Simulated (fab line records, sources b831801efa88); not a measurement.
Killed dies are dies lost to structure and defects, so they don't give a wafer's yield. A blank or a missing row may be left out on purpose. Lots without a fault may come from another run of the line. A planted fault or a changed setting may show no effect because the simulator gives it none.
Which tool did it? | flow gf180mcu | 7 lots, 20 wafers sampled, at 1 step of a route of 602

WHAT THE GAUGES READ, wafer by wafer
GF_HV_LDD_OVL_MEAS_08.
lot  | measured     | on         | HV_LDD_OVL (nm)
L355 | day 10 13:46 | overlay-01 | -0.3 -0.8 -0.1
L357 | day 11 05:19 | overlay-01 | 1.6 -3.1 0.3
L359 | day 11 22:34 | overlay-01 | 1.1 4.4 1.1
L369 | day 15 00:10 | overlay-02 | -0.8 -1.8
L371 | day 15 12:59 | overlay-02 | -0.5 -1.8 1.0
L373 | day 16 05:02 | overlay-02 | 1.3 0.3 1.0
L375 | day 16 19:09 | overlay-02 | 1.1 -0.6 0.2

WHICH TOOL RAN EACH LOT (tool, then ch and the chambers of the sampled wafers, then the start)
The record holds no process step before these readings.

THE ANSWER, worked out from the rows above alone
Rule: what is usual is taken from the lots themselves. Put in order of their means at a reading, lots are off if they are a third of the lots or fewer, leave a main group of 4 or more, and stand apart from it by a gap of 3 or more times the standard deviation of the main group's means; of several such gaps the widest counts. A main group whose means are all the same, to the digits that the tables above print for the reading, isn't used. A lot without any number at a reading at which 4 lots or more have one is off too. The other lots that the step has rows for count as sound.
No lot is off at any reading shown: from this, nothing can be told.

WHAT THE SIMULATOR HAD PUT IN
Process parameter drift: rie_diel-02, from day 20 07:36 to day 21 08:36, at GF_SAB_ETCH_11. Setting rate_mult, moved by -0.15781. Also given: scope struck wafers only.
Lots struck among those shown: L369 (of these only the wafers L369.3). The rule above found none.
